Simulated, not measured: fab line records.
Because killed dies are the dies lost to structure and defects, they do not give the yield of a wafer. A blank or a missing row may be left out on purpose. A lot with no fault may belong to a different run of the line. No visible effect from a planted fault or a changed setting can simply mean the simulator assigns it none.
Which of the tools did it? :: flow sky130 :: 6 lots, 18 wafers sampled, at 3 steps of a route of 708

== WHAT THE GAUGES READ, wafer by wafer ==
SKY_GATE_OXIDE_THK_MEAS_02.
lot: L709
measured: day 13 11:43
on: film-metro-02
GATE_OXIDE_OXIDATION_00_THK (nm): 10.14 10.14 9.97

lot: L714
measured: day 15 13:38
on: film-metro-01
GATE_OXIDE_OXIDATION_00_THK (nm): 10.24 10.36 10.17

lot: L717
measured: day 17 06:58
on: film-metro-02
GATE_OXIDE_OXIDATION_00_THK (nm): 10.34 10.21 10.21

lot: L723
measured: day 18 19:51
on: film-metro-04
GATE_OXIDE_OXIDATION_00_THK (nm): 10.42 10.77 10.72

lot: L726
measured: day 19 21:54
on: film-metro-02
GATE_OXIDE_OXIDATION_00_THK (nm): 10.51 10.27 10.33

lot: L728
measured: day 20 12:13
on: film-metro-04
GATE_OXIDE_OXIDATION_00_THK (nm): 10.30 10.26 10.45

== EACH LOT AND THE TOOL THAT RAN IT (in order: tool; ch and the chambers of the sampled wafers; start) ==
lot: L709
SKY_FIELD_ISO_CMP_27: cmp-02 ch 1,2,3, day 3 00:54
SKY_GATE_OXIDE_OXIDATION_01: furnace-02 ch 0, day 13 10:18

lot: L714
SKY_FIELD_ISO_CMP_27: cmp-02 ch 0,2,3, day 4 06:32
SKY_GATE_OXIDE_OXIDATION_01: furnace-01 ch 0, day 15 12:14

lot: L717
SKY_FIELD_ISO_CMP_27: cmp-02 ch 0,2,3, day 4 22:26
SKY_GATE_OXIDE_OXIDATION_01: furnace-02 ch 0, day 17 05:33

lot: L723
SKY_FIELD_ISO_CMP_27: cmp-02 ch 0,2,3, day 6 01:58
SKY_GATE_OXIDE_OXIDATION_01: furnace-02 ch 0, day 18 18:26

lot: L726
SKY_FIELD_ISO_CMP_27: cmp-02 ch 0,1, day 6 20:54
SKY_GATE_OXIDE_OXIDATION_01: furnace-01 ch 0, day 19 20:28

lot: L728
SKY_FIELD_ISO_CMP_27: cmp-01 ch 0,1,2, day 7 06:08
SKY_GATE_OXIDE_OXIDATION_01: furnace-01 ch 0, day 20 10:48
- SKY_FIELD_ISO_CMP_27: polishes, stops on Si3N4, t overpolish 16 s, target thk 457.8 nm.
- SKY_GATE_OXIDE_OXIDATION_01: stabilise 600 s, purge 300 s, target thk 10.268 nm.

== THE ANSWER, worked out from the rows above alone ==
Rule: the usual values come from the lots themselves. The widest of any qualifying gaps counts: lots, ordered by their means at a reading, are off when they make up no more than a third of the lots, leave a main group of 4 or more, and stand apart from it by 3 or more times the standard deviation of that group's means. A main group whose means are all the same, to the digits that the tables above print for the reading, isn't used. A lot without any number at a reading at which 4 lots or more have one is off too. The other lots that the step has rows for count as sound.
None of the lots is off at any reading shown; this tells nothing.

== WHAT THE SIMULATOR HAD INSERTED ==
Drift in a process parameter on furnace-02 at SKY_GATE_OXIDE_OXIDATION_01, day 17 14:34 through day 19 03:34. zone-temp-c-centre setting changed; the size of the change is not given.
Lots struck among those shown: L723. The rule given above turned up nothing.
